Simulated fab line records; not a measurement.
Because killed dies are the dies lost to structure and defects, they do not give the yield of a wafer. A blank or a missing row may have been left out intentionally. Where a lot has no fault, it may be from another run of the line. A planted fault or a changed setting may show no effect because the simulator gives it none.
fab line records | flow sky130
record: lots: 6 | wafers: 18 | last-day: 49
route steps=708 shown LDD_P@257 LDD_HVN@267 LDD_HVP@278 LDD_LDN@289 PAD_OPEN@708
lots with no fault: from the same line, run without faults
start-h: start of the lot's first displayed wafer, in hours after the record's first day | wait-h: hours since the lot's step before | " same as the row above | L1.1+2: one row covering several wafers at once | - value missing, or start not given | * or withheld: withheld | < > ~ a bound
route shown NAME@n: names a module that has steps shown in the file, with the first one's number in the route | usual: mean/standard deviation of fault-free wafers | same: alike in all rows | chamber/n: place in a boat | sites: readings site by site | _std_site: their standard deviation | _edge_site: outer sites' mean less inner sites' | radius-mm: how far each site lies from the wafer's centre | mask NAME#n: copy n | behind: the most recent tool/chamber to have shaped the wafer | hold: why the lot went on hold/how many hours it stayed there/how the hold came to an end | device: whichever transistor did not switch (one of n, p or np) | end of line: at the end of the route, the tests of the same wafers | for a step that has no rows: nothing shown but its recipe | killed: at the first sort, the dies lost to defects and structure; wafer yield is something else | map: a wafer's dies, x killed, . not, _ none there
set.NAME: the setting as run; set.NAME@STEP: as run at that earlier step | model.NAME: the simulator's own value behind a step, which no gauge read
lots at some steps of the route; a table a step, a row a wafer
services: from which hour (start-h, from the record's first day; less than 0 if before it) a tool's chamber was out of use, for how many hours, and why
== steps ==
step: SKY_LDD_P_COAT_02
recipe: resist: NOVOLAK | spin-rpm: 3000 | resist-thk-nm: 1140
step: SKY_LDD_P_SOFTBAKE_03
recipe: temp-c: 90 | time-s: 60 | resist: NOVOLAK
step: SKY_LDD_P_EXPOSE_04
recipe: mask-id: PSDM | na: 0.6 | source-shape: conventional | sigma-outer: 0.6 | polarization: unpolarized | target-cd-nm: 380 | dose-mj: 138
step: SKY_LDD_P_PEB_05
recipe: temp-c: withheld | time-s: * | resist: NOVOLAK
step: SKY_LDD_P_DEVELOP_06
recipe: resist: NOVOLAK | developer: TMAH | develop-time-s: 60 | dev-temp-c: 23
step: SKY_LDD_P_CD_MEAS_07
recipe: target-cd-nm: 380
usual: cd-nm: 379.6/2.3
lot.wafer | tool      | chamber | start-h | wait-h | cd-nm
L284.2    | cd-sem-02 | -       | 456.40  | 0.1    | 378.3
L284.3    | "         | -       | "       | "      | 376.1
L284.6    | "         | -       | "       | "      | 378.9
L290.1    | cd-sem-01 | -       | 501.73  | 0.1    | 377.3
L290.3    | "         | -       | "       | "      | 380.1
L290.6    | "         | -       | "       | "      | 380.3
L292.2    | cd-sem-01 | -       | 516.85  | 0.1    | 377.1
L292.5    | "         | -       | "       | "      | 375.9
L292.6    | "         | -       | "       | "      | 377.7
L293.1    | cd-sem-02 | -       | 525.08  | 0.1    | 375.2
L293.2    | "         | -       | "       | "      | 378.4
L293.6    | "         | -       | "       | "      | 375.8
L294.2    | cd-sem-02 | -       | 534.03  | 0.1    | 379.4
L294.3    | "         | -       | "       | "      | 378.9
L294.5    | "         | -       | "       | "      | 378.3
L302.2    | cd-sem-01 | -       | 607.93  | 0.1    | 377.4
L302.3    | "         | -       | "       | "      | 377.9
L302.4    | "         | -       | "       | "      | 378.0
step: SKY_LDD_P_OVL_MEAS_08
usual: LDD_P_OVL: -0.5/1.1
lot.wafer | tool       | chamber | start-h | wait-h | LDD_P_OVL[nm]
L284.2    | overlay-01 | -       | 456.51  | 0.1    | 1.7
L284.3    | "          | -       | "       | "      | -1.1
L284.6    | "          | -       | "       | "      | -0.7
L290.1    | overlay-02 | -       | 501.85  | 0.1    | 0.2
L290.3    | "          | -       | "       | "      | -0.3
L290.6    | "          | -       | "       | "      | 0.9
L292.2    | overlay-02 | -       | 516.95  | 0.1    | 0.3
L292.5    | "          | -       | "       | "      | 0.7
L292.6    | "          | -       | "       | "      | -2.5
L293.1    | overlay-01 | -       | 525.20  | 0.1    | -0.2
L293.2    | "          | -       | "       | "      | 0.1
L293.6    | "          | -       | "       | "      | 0.9
L294.2    | overlay-02 | -       | 534.14  | 0.1    | 1.5
L294.3    | "          | -       | "       | "      | 1.1
L294.5    | "          | -       | "       | "      | 0.9
L302.2    | overlay-02 | -       | 608.04  | 0.1    | 1.1
L302.3    | "          | -       | "       | "      | -1.0
L302.4    | "          | -       | "       | "      | 0.5
step: SKY_LDD_P_IMPLANT_09
recipe: species: BF2 | energy-kev: 25 | dose-cm2: 1e+13 | tilt-deg: withheld
step: SKY_LDD_P_STRIP_10
recipe: chemistry: O2/N2 | power-w: 1400 | pressure-mtorr: 1500 | platen-temp-c: withheld | o2-flow-sccm: 3000 | n2-flow-sccm: 300 | overash-fraction: 0.5
usual: drypump-motor-current-A: 5.68/0.26 | oes-product-au: 0.716/0.0045 | strip-time-to-endpoint-s: 14.19/0.046
lot.wafer | tool            | chamber | start-h | wait-h | drypump-motor-current-A | oes-product-au | rf-hours-counter-h | strip-time-to-endpoint-s
L284.2    | plasma-asher-04 | 1       | 456.69  | 0.1    | 5.74                    | 0.704          | 32                 | 14.18
L284.3    | "               | 0       | "       | "      | 6.10                    | 0.721          | -                  | 14.18
L284.6    | "               | 1       | "       | "      | 5.73                    | 0.718          | -                  | 14.21
L290.1    | plasma-asher-02 | 0       | 502.03  | 0.1    | 5.39                    | 0.712          | 70                 | 14.17
L290.3    | "               | 1       | "       | "      | 5.70                    | 0.712          | -                  | 14.18
L290.6    | "               | 1       | "       | "      | 5.71                    | 0.710          | -                  | 14.17
L292.2    | plasma-asher-02 | 1       | 517.13  | 0.1    | 5.71                    | 0.716          | 71                 | 14.20
L292.5    | "               | 1       | "       | "      | 5.71                    | 0.703          | -                  | 14.19
L292.6    | "               | 0       | "       | "      | 5.36                    | 0.719          | -                  | 14.21
L293.1    | plasma-asher-04 | 1       | 525.38  | 0.1    | 5.69                    | 0.716          | 38                 | 14.16
L293.2    | "               | 0       | "       | "      | 6.14                    | 0.712          | 38                 | 14.20
L293.6    | "               | 0       | "       | "      | 6.14                    | 0.719          | -                  | 14.18
L294.2    | plasma-asher-04 | 0       | 534.32  | 0.1    | 6.09                    | 0.717          | 39                 | 14.15
L294.3    | "               | 0       | "       | "      | 6.09                    | 0.715          | -                  | 14.17
L294.5    | "               | 0       | "       | "      | 6.09                    | 0.719          | -                  | 14.17
L302.2    | plasma-asher-01 | 0       | 608.22  | 0.1    | 5.51                    | 0.714          | 90                 | 14.21
L302.3    | "               | 1       | "       | "      | 5.39                    | 0.714          | -                  | 14.25
L302.4    | "               | 0       | "       | "      | 5.53                    | 0.712          | -                  | 14.23
step: SKY_LDD_P_TW_MEAS_11
usual: LDD_P_TW: 632/5.8
lot.wafer | tool          | chamber | start-h | wait-h | LDD_P_TW
L284.2    | film-metro-01 | -       | 456.80  | 0.1    | 631
L284.3    | "             | -       | "       | "      | 634
L284.6    | "             | -       | "       | "      | 632
L290.1    | film-metro-04 | -       | 502.13  | 0.1    | 626
L290.3    | "             | -       | "       | "      | 624
L290.6    | "             | -       | "       | "      | 625
L292.2    | film-metro-02 | -       | 517.24  | 0.1    | 639
L292.5    | "             | -       | "       | "      | 639
L292.6    | "             | -       | "       | "      | 637
L293.1    | film-metro-04 | -       | 525.48  | 0.1    | 627
L293.2    | "             | -       | "       | "      | 627
L293.6    | "             | -       | "       | "      | 628
L294.2    | film-metro-01 | -       | 534.43  | 0.1    | 633
L294.3    | "             | -       | "       | "      | 633
L294.5    | "             | -       | "       | "      | 633
L302.2    | film-metro-01 | -       | 608.33  | 0.1    | 629
L302.3    | "             | -       | "       | "      | 634
L302.4    | "             | -       | "       | "      | 625
step: SKY_LDD_HVN_DEHYDRATE_00
recipe: temp-c: 200 | time-s: 60
step: SKY_LDD_HVN_HMDS_01
recipe: prime-time-s: 60 | prime-temp-c: 120
step: SKY_LDD_HVN_COAT_02
recipe: resist: NOVOLAK | spin-rpm: 3000 | resist-thk-nm: 300
lot.wafer | tool           | chamber | start-h | wait-h | model.NOVOLAK_of_LDD_HVN_COAT_02.thk-nm
L284.2    | litho-track-03 | 0       | 471.39  | 0.1    | 300.2
L284.3    | "              | 0       | "       | "      | 299.4
L284.6    | "              | 0       | "       | "      | 300.1
L290.1    | litho-track-02 | 0       | 517.48  | 0.1    | 300.4
L290.3    | "              | 0       | "       | "      | 298.6
L290.6    | "              | 0       | "       | "      | 298.8
L292.2    | litho-track-02 | 0       | 531.70  | 0.1    | 177.3
L292.5    | "              | 0       | "       | "      | 300.8
L292.6    | "              | 0       | "       | "      | 177.8
L293.1    | litho-track-03 | 0       | 540.81  | 0.1    | 301.7
L293.2    | "              | 0       | "       | "      | 300.8
L293.6    | "              | 0       | "       | "      | 301.1
L294.2    | litho-track-02 | 0       | 549.65  | 0.1    | 177.5
L294.3    | "              | 0       | "       | "      | 300.1
L294.5    | "              | 0       | "       | "      | 300.2
L302.2    | litho-track-03 | 0       | 622.14  | 0.1    | 302.4
L302.3    | "              | 0       | "       | "      | 301.9
L302.4    | "              | 0       | "       | "      | 302.2
step: SKY_LDD_HVN_SOFTBAKE_03
recipe: temp-c: 90 | time-s: 60 | resist: NOVOLAK
step: SKY_LDD_HVN_EXPOSE_04
recipe: mask-id: HVNTM | na: 0.6 | source-shape: conventional | sigma-outer: 0.6 | polarization: unpolarized | target-cd-nm: 700 | dose-mj: 127
step: SKY_LDD_HVN_PEB_05
recipe: temp-c: withheld | time-s: * | resist: NOVOLAK
step: SKY_LDD_HVN_DEVELOP_06
recipe: resist: NOVOLAK | developer: TMAH | develop-time-s: 60 | dev-temp-c: 23
usual: developer-temp-C: 22.99/0.11
lot.wafer | tool           | chamber | start-h | wait-h | developer-temp-C | model.NOVOLAK_of_LDD_HVN_COAT_02.thk-nm
L284.2    | litho-track-02 | 0       | 487.05  | 0.1    | 23.07            | 299.8
L284.3    | "              | 0       | "       | "      | 22.91            | 299
L284.6    | "              | 0       | "       | "      | 23.04            | 299.7
L290.1    | litho-track-01 | 0       | 532.35  | 0.1    | 23.01            | 300
L290.3    | "              | 0       | "       | "      | 22.84            | 298.2
L290.6    | "              | 0       | "       | "      | 22.86            | 298.4
L292.2    | litho-track-01 | 0       | 546.92  | 0.1    | 23.12            | 176.9
L292.5    | "              | 0       | "       | "      | 23.08            | 300.4
L292.6    | "              | 0       | "       | "      | 22.95            | 177.4
L293.1    | litho-track-03 | 0       | 555.26  | 0.1    | 23.14            | 301.3
L293.2    | "              | 0       | "       | "      | 23.18            | 300.4
L293.6    | "              | 0       | "       | "      | 23.11            | 300.7
L294.2    | litho-track-01 | 0       | 563.77  | 0.1    | 22.91            | 177.1
L294.3    | "              | 0       | "       | "      | 22.89            | 299.7
L294.5    | "              | 0       | "       | "      | 22.92            | 299.7
L302.2    | litho-track-02 | 0       | 637.55  | 0.1    | 23.08            | 302
L302.3    | "              | 0       | "       | "      | 22.84            | 301.5
L302.4    | "              | 0       | "       | "      | 22.87            | 301.8
step: SKY_LDD_HVN_OVL_MEAS_07
usual: LDD_HVN_OVL: -0.4/1.6
lot.wafer | tool       | chamber | start-h | wait-h | LDD_HVN_OVL[nm]
L284.2    | overlay-01 | -       | 487.19  | 0.1    | 0.0
L284.3    | "          | -       | "       | "      | -0.1
L284.6    | "          | -       | "       | "      | 0.2
L290.1    | overlay-02 | -       | 532.50  | 0.1    | -2.5
L290.3    | "          | -       | "       | "      | -1.4
L290.6    | "          | -       | "       | "      | -2.3
L292.2    | overlay-01 | -       | 547.05  | 0.1    | -4.3
L292.5    | "          | -       | "       | "      | -5.2
L292.6    | "          | -       | "       | "      | -4.3
L293.1    | overlay-02 | -       | 555.41  | 0.1    | -0.8
L293.2    | "          | -       | "       | "      | -1.2
L293.6    | "          | -       | "       | "      | -1.1
L294.2    | overlay-01 | -       | 563.90  | 0.1    | -0.4
L294.3    | "          | -       | "       | "      | -2.3
L294.5    | "          | -       | "       | "      | -1.8
L302.2    | overlay-01 | -       | 637.68  | 0.1    | 0.6
L302.3    | "          | -       | "       | "      | 0.6
L302.4    | "          | -       | "       | "      | 1.4
step: SKY_LDD_HVN_IMPLANT_08
recipe: species: P | energy-kev: 60 | dose-cm2: 3e+13 | tilt-deg: 40
step: SKY_LDD_HVN_STRIP_09
recipe: chemistry: O2/N2 | power-w: 1400 | pressure-mtorr: 1500 | platen-temp-c: withheld | o2-flow-sccm: 3000 | n2-flow-sccm: 300 | overash-fraction: 0.5
usual: drypump-motor-current-A: 5.52/0.21 | oes-product-au: 0.408/0.0044 | strip-time-to-endpoint-s: 4.139/0.017
lot.wafer | tool            | chamber | start-h | wait-h | drypump-motor-current-A | oes-product-au | rf-hours-counter-h | strip-time-to-endpoint-s
L284.2    | plasma-asher-01 | 0       | 487.37  | 0.1    | 5.54                    | 0.412          | 78                 | 4.143
L284.3    | "               | 1       | "       | "      | 5.39                    | 0.410          | -                  | 4.111
L284.6    | "               | 1       | "       | "      | 5.39                    | 0.402          | -                  | 4.116
L290.1    | plasma-asher-03 | 0       | 532.68  | 0.1    | 5.20                    | 0.403          | 10                 | 4.145
L290.3    | "               | 1       | "       | "      | 5.91                    | 0.405          | -                  | 4.103
L290.6    | "               | 0       | "       | "      | 5.21                    | 0.402          | -                  | 4.101
L292.2    | plasma-asher-01 | 0       | 547.23  | 0.1    | 5.56                    | 0.334          | 84                 | 2.505
L292.5    | "               | 1       | "       | "      | 5.36                    | 0.408          | -                  | 4.136
L292.6    | "               | 0       | "       | "      | 5.55                    | 0.339          | -                  | 2.508
L293.1    | plasma-asher-02 | 0       | 555.60  | 0.1    | 5.32                    | 0.405          | 75                 | 4.150
L293.2    | "               | 1       | "       | "      | 5.72                    | 0.403          | 75                 | 4.141
L293.6    | "               | 0       | "       | "      | 5.33                    | 0.406          | -                  | 4.139
L294.2    | plasma-asher-02 | 1       | 564.08  | 0.1    | 5.72                    | 0.338          | 76                 | 2.496
L294.3    | "               | 1       | "       | "      | 5.71                    | 0.417          | -                  | 4.146
L294.5    | "               | 0       | "       | "      | 5.34                    | 0.411          | -                  | 4.132
L302.2    | plasma-asher-02 | 0       | 637.86  | 0.1    | 5.37                    | 0.410          | 83                 | 4.159
L302.3    | "               | 0       | "       | "      | 5.36                    | 0.409          | -                  | 4.140
L302.4    | "               | 1       | "       | "      | 5.72                    | 0.402          | -                  | 4.161
step: SKY_LDD_HVN_TW_MEAS_10
usual: LDD_HVN_TW: 1429/13
lot.wafer | tool          | chamber | start-h | wait-h | LDD_HVN_TW
L284.2    | film-metro-02 | -       | 487.48  | 0.1    | 1449
L284.3    | "             | -       | "       | "      | 1447
L284.6    | "             | -       | "       | "      | 1448
L290.1    | film-metro-02 | -       | 532.78  | 0.1    | 1441
L290.3    | "             | -       | "       | "      | 1438
L290.6    | "             | -       | "       | "      | 1452
L292.2    | film-metro-03 | -       | 547.34  | 0.1    | 1430
L292.5    | "             | -       | "       | "      | 1425
L292.6    | "             | -       | "       | "      | 1433
L293.1    | film-metro-03 | -       | 555.70  | 0.1    | 1430
L293.2    | "             | -       | "       | "      | 1430
L293.6    | "             | -       | "       | "      | 1423
L294.2    | film-metro-02 | -       | 564.19  | 0.1    | 1436
L294.3    | "             | -       | "       | "      | 1444
L294.5    | "             | -       | "       | "      | 1434
L302.2    | film-metro-02 | -       | 637.97  | 0.1    | 1442
L302.3    | "             | -       | "       | "      | 1450
L302.4    | "             | -       | "       | "      | 1441
step: SKY_LDD_HVP_DEHYDRATE_00
recipe: temp-c: 200 | time-s: 60
step: SKY_LDD_HVP_HMDS_01
recipe: prime-time-s: 60 | prime-temp-c: 120
step: SKY_LDD_HVP_COAT_02
recipe: resist: NOVOLAK | spin-rpm: 3000 | resist-thk-nm: 300
step: SKY_LDD_HVP_SOFTBAKE_03
recipe: temp-c: 90 | time-s: 60 | resist: NOVOLAK
step: SKY_LDD_HVP_EXPOSE_04
recipe: mask-id: HVPTM | na: 0.6 | source-shape: conventional | sigma-outer: 0.6 | polarization: unpolarized | target-cd-nm: 700 | dose-mj: 86
step: SKY_LDD_HVP_PEB_05
recipe: temp-c: withheld | time-s: * | resist: NOVOLAK
step: SKY_LDD_HVP_DEVELOP_06
recipe: resist: NOVOLAK | developer: TMAH | develop-time-s: 60 | dev-temp-c: 23
step: SKY_LDD_HVP_OVL_MEAS_07
usual: LDD_HVP_OVL: 0.8/1.2
lot.wafer | tool       | chamber | start-h | wait-h | LDD_HVP_OVL[nm]
L284.2    | overlay-02 | -       | 517.48  | 0.1    | 1.7
L284.3    | "          | -       | "       | "      | 2.4
L284.6    | "          | -       | "       | "      | 3.1
L290.1    | overlay-02 | -       | 562.38  | 0.1    | 0.4
L290.3    | "          | -       | "       | "      | 1.7
L290.6    | "          | -       | "       | "      | 1.3
L292.2    | overlay-02 | -       | 576.47  | 0.1    | 2.2
L292.5    | "          | -       | "       | "      | 1.7
L292.6    | "          | -       | "       | "      | 2.8
L293.1    | overlay-01 | -       | 585.53  | 0.1    | 0.7
L293.2    | "          | -       | "       | "      | 1.7
L293.6    | "          | -       | "       | "      | -0.6
L294.2    | overlay-01 | -       | 593.20  | 0.1    | 0.4
L294.3    | "          | -       | "       | "      | 0.7
L294.5    | "          | -       | "       | "      | -1.5
L302.2    | overlay-02 | -       | 666.38  | 0.1    | 1.8
L302.3    | "          | -       | "       | "      | 1.0
L302.4    | "          | -       | "       | "      | 0.9
step: SKY_LDD_HVP_IMPLANT_08
recipe: species: B | energy-kev: 20 | dose-cm2: 1.7e+13 | tilt-deg: 17.9
step: SKY_LDD_HVP_STRIP_09
recipe: chemistry: O2/N2 | power-w: 1400 | pressure-mtorr: 1500 | platen-temp-c: withheld | o2-flow-sccm: 3000 | n2-flow-sccm: 300 | overash-fraction: 0.5
usual: drypump-motor-current-A: 5.56/0.25 | oes-product-au: 0.408/0.0043 | strip-time-to-endpoint-s: 4.135/0.013
lot.wafer | tool            | chamber | start-h | wait-h | drypump-motor-current-A | oes-product-au | rf-hours-counter-h | strip-time-to-endpoint-s
L284.2    | plasma-asher-04 | 0       | 517.66  | 0.1    | 6.08                    | 0.413          | 37                 | 4.116
L284.3    | "               | 1       | "       | "      | 5.66                    | 0.411          | -                  | 4.124
L284.6    | "               | 0       | "       | "      | 6.05                    | 0.413          | -                  | 4.141
L290.1    | plasma-asher-03 | 1       | 562.56  | 0.1    | 5.89                    | 0.403          | 14                 | 4.122
L290.3    | "               | 1       | "       | "      | 5.91                    | 0.406          | -                  | 4.133
L290.6    | "               | 0       | "       | "      | 5.22                    | 0.403          | -                  | 4.135
L292.2    | plasma-asher-03 | 1       | 576.65  | 0.1    | 5.91                    | 0.405          | 15                 | 4.150
L292.5    | "               | 1       | "       | "      | 5.89                    | 0.410          | -                  | 4.144
L292.6    | "               | 0       | "       | "      | 5.22                    | 0.413          | -                  | 4.129
L293.1    | plasma-asher-04 | 0       | 585.71  | 0.1    | 6.11                    | 0.407          | 44                 | 4.110
L293.2    | "               | 1       | "       | "      | 5.72                    | 0.404          | 44                 | 4.115
L293.6    | "               | 1       | "       | "      | 5.70                    | 0.397          | -                  | 4.134
L294.2    | plasma-asher-03 | 1       | 593.38  | 0.1    | 5.89                    | 0.411          | 17                 | 4.151
L294.3    | "               | 1       | "       | "      | 5.91                    | 0.414          | -                  | 4.121
L294.5    | "               | 0       | "       | "      | 5.17                    | 0.404          | -                  | 4.146
L302.2    | plasma-asher-01 | 1       | 666.56  | 0.1    | 5.39                    | 0.405          | 95                 | 4.130
L302.3    | "               | 1       | "       | "      | 5.39                    | 0.407          | -                  | 4.129
L302.4    | "               | 0       | "       | "      | 5.51                    | 0.410          | -                  | 4.138
step: SKY_LDD_HVP_TW_MEAS_10
usual: LDD_HVP_TW: 455.4/2.3
lot.wafer | tool          | chamber | start-h | wait-h | LDD_HVP_TW
L284.2    | film-metro-01 | -       | 517.77  | 0.1    | 457.2
L284.3    | "             | -       | "       | "      | 456.7
L284.6    | "             | -       | "       | "      | 452.1
L290.1    | film-metro-01 | -       | 562.66  | 0.1    | 458.4
L290.3    | "             | -       | "       | "      | 455.9
L290.6    | "             | -       | "       | "      | 458.4
L292.2    | film-metro-02 | -       | 576.76  | 0.1    | 463.3
L292.5    | "             | -       | "       | "      | 454.9
L292.6    | "             | -       | "       | "      | 463.0
L293.1    | film-metro-01 | -       | 585.81  | 0.1    | 453.6
L293.2    | "             | -       | "       | "      | 455.2
L293.6    | "             | -       | "       | "      | 455.4
L294.2    | film-metro-02 | -       | 593.49  | 0.1    | 465.4
L294.3    | "             | -       | "       | "      | 458.0
L294.5    | "             | -       | "       | "      | 454.8
L302.2    | film-metro-02 | -       | 666.67  | 0.1    | 456.6
L302.3    | "             | -       | "       | "      | 459.2
L302.4    | "             | -       | "       | "      | 457.1
step: SKY_LDD_LDN_DEHYDRATE_00
recipe: temp-c: 200 | time-s: 60
step: SKY_PAD_OPEN_PROBE_99
usual: killed_at_M0_to_M3: 45/6.6 | killed_at_M4_up: 3.1/1.6 | killed-at-contacts: 24/5 | killed-at-front-end: 14/4.4 | killed-at-other: 0.3/0.58 | killed-dies: 87/9.2 | killed-open: 47/6.7 | killed-short: 40/6.4
same: gross-dies: 492 | killed-at-back-side: 0
lot.wafer | tool      | chamber | start-h | wait-h | killed_at_M0_to_M3 | killed_at_M4_up | killed-at-contacts | killed-at-front-end | killed-at-other | killed-dies | killed-open | killed-short
L290.1    | prober-01 | -       | 1121.63 | 0.1    | 30                 | 3               | 28                 | 15                  | 0               | 76          | 46          | 30
L290.3    | prober-01 | -       | 1121.73 | 0.2    | 53                 | 6               | 19                 | 14                  | 1               | 93          | 48          | 45
L290.6    | prober-01 | -       | 1121.88 | 0.2    | 39                 | 1               | 24                 | 20                  | 0               | 84          | 52          | 32
L294.2    | prober-01 | -       | 1142.82 | 0.1    | 42                 | 5               | 27                 | 15                  | 0               | 89          | 45          | 44
L294.3    | prober-01 | -       | 1142.87 | 0.2    | 42                 | 3               | 32                 | 7                   | 0               | 84          | 43          | 41
L294.5    | prober-01 | -       | 1142.97 | 0.2    | 46                 | 5               | 30                 | 12                  | 0               | 93          | 58          | 35
killed by level:class
L290.1 VIA1:geometric-particle:open=10 LI_CONTACT:geometric-particle:open=9 CONTACT:geometric-particle:open=9 FIELD_ISO:geometric-particle:open=8 METAL2:geometric-particle:short=6 METAL1:geometric-particle:short=5 CONTACT:geometric-particle:short=5 POLY_GATE:geometric-particle:short=4
L290.3 VIA3:geometric-particle:open=12 CONTACT:geometric-particle:open=8 VIA2:geometric-particle:open=7 VIA1:geometric-particle:open=7 CONTACT:geometric-particle:short=6 METAL1:geometric-particle:open=6 FIELD_ISO:geometric-particle:short=5 VIA2:geometric-particle:short=5
L290.6 CONTACT:geometric-particle:open=11 VIA1:geometric-particle:open=10 POLY_GATE:geometric-particle:open=7 POLY_GATE:geometric-particle:short=5 LI_CONTACT:geometric-particle:open=5 FIELD_ISO:geometric-particle:short=4 METAL1:geometric-particle:open=4 LI_CONTACT:geometric-particle:short=4
L294.2 CONTACT:geometric-particle:open=10 VIA1:geometric-particle:open=10 LI_CONTACT:geometric-particle:open=9 METAL1:geometric-particle:short=8 FIELD_ISO:geometric-particle:short=5 METAL2:geometric-particle:short=5 VIA1:geometric-particle:short=5 LOCAL_INTERCONNECT:geometric-particle:short=4
L294.3 CONTACT:geometric-particle:open=12 VIA1:geometric-particle:open=9 LOCAL_INTERCONNECT:geometric-particle:short=6 LI_CONTACT:geometric-particle:short=5 METAL2:geometric-particle:short=5 VIA2:geometric-particle:short=5 VIA2:geometric-particle:open=5 CONTACT:geometric-particle:short=4
L294.5 CONTACT:geometric-particle:open=13 LI_CONTACT:geometric-particle:open=11 VIA1:geometric-particle:open=9 VIA3:geometric-particle:open=7 VIA2:geometric-particle:open=6 METAL4:geometric-particle:short=5 METAL2:geometric-particle:short=5 METAL3:geometric-particle:short=4
== services ==
tool            | chamber | start-h | hours | kind
plasma-asher-04 | -       | 499.83  | 2.5   | repair
plasma-asher-01 | -       | 563.99  | 1.2   | repair
plasma-asher-02 | -       | 612.07  | 2.8   | pm
== key ==
first-sign: step: SKY_LDD_HVN_STRIP_09 | reading: strip-time-to-endpoint-s | direction: down | sigmas: 98 | usual: * | struck: *
effect: step: SKY_LDD_HVN_STRIP_09 | reading: oes-product-au | direction: down | sigmas: 16 | usual: 0.408 | struck: 0.337
effect: step: SKY_LDD_HVP_TW_MEAS_10 | reading: LDD_HVP_TW | direction: up | sigmas: 3.8 | usual: 455.4 | struck: 463.9
model-effect: step: SKY_LDD_HVN_COAT_02 | value: NOVOLAK_of_LDD_HVN_COAT_02.thk-nm | without: 300.2 | struck: 177.5
model-effect: step: SKY_LDD_HVN_DEVELOP_06 | value: NOVOLAK_of_LDD_HVN_COAT_02.thk-nm | without: 299.8 | struck: 177.1
met-at SKY_LDD_HVN_COAT_02
struck-wafers L292.2,L292.6,L294.2
tester-left-out L292,L294
onset-between 517.48 531.70
fault: kind: process-parameter-drift | tool: litho-track-02 | chamber: - | onset-h: 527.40 | steps: SKY_LDD_HVN_COAT_02 | channel: resist-thk-nm | offset: -122.6 | shape: step | end-h: 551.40 | scope: struck-wafers-only | acts-in: these-recipes-only | stated: 300
tester-left-out: of these lots the tester's yield and bins aren't shown, on N5 and GAA mostly nor the transistor test; their killed dies are dies lost to structure and defects alone, not to doping, threshold or leakage, so they don't give the yield
